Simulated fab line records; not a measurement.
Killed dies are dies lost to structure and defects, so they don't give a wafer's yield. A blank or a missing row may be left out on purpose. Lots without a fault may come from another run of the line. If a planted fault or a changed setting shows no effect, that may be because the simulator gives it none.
One fault seen from 2 desks    flow sky130    each desk holds nothing but its own numbers, with what lay behind them at the end

## METROLOGY DESK
Lot by lot, what the gauges showed, no matter which tool ran the lot: averages of those sampled wafers that carry a number. The brackets show how far a lot's mean lies from the usual mean; more than 4 standard deviations puts the lot out of limits, marked OUT.
Columns: A = cdNm at SKY_CONTACT_CD_MEAS_14, usual 170.0 nm; B = PASSIVATION_CVD_02_THK at SKY_PASSIVATION_THK_MEAS_03, usual 544 nm
lot   first seen here  A      B
L994  day 31 10:47     169.4  540
L995  day 32 02:11     171.4  547
L999  day 33 09:20     169.3  543
L100  day 33 12:08     170.0  464 (-11) OUT
L103  day 34 12:02     169.1  376 (-24) OUT
L105  day 34 21:46     169.6  537
L106  day 35 05:32     169.9  538
L109  day 36 06:12     170.3  549
L112  day 37 12:37     168.5  538
L113  day 38 00:36     170.7  537
This desk reports L100, L103 out of limits; the earliest was L100 at day 45 15:06 (PASSIVATION_CVD_02_THK at SKY_PASSIVATION_THK_MEAS_03). L994, L995, L999, L105, L106, L109, L112, L113: within limits.

## DESK OF THE TOOL OWNER: pecvd-04
The tool's own readings at SKY_PASSIVATION_CVD_02 (deposits Si3N4, target thk 540 nm): means of the sampled wafers that have a number, for each lot that ran on this tool. The brackets show how far a lot's mean lies from the usual mean; more than 4 standard deviations puts the lot out of limits, marked OUT.
Columns: A = heaterPowerW at SKY_PASSIVATION_CVD_02, usual 705 W
lot   first seen here  A
L994  day 43 21:54     691
L995  day 44 10:35     707
L999  day 45 13:25     800
L100  day 45 14:52     749
L103  day 46 11:11     814
This desk's finding: nothing out of limits on any of the 5 lots.

## BROUGHT TOGETHER
Metrology desk: alarm possible at day 45 15:06 on L100, L103.
Nothing out of limits was seen by the tool owner's desk.
On record at the tool owner's desk: L100, L103, within its limits.
SKY_PASSIVATION_CVD_02 was run on pecvd-04 by each of the lots named.

## WHAT THE SIMULATOR HAD PUT IN
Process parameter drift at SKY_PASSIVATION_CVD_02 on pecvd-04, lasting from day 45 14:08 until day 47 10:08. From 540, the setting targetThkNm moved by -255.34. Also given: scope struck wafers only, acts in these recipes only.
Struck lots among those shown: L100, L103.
Hours from the fault's start to each desk's first reading out of limits: the metrology desk, 1.
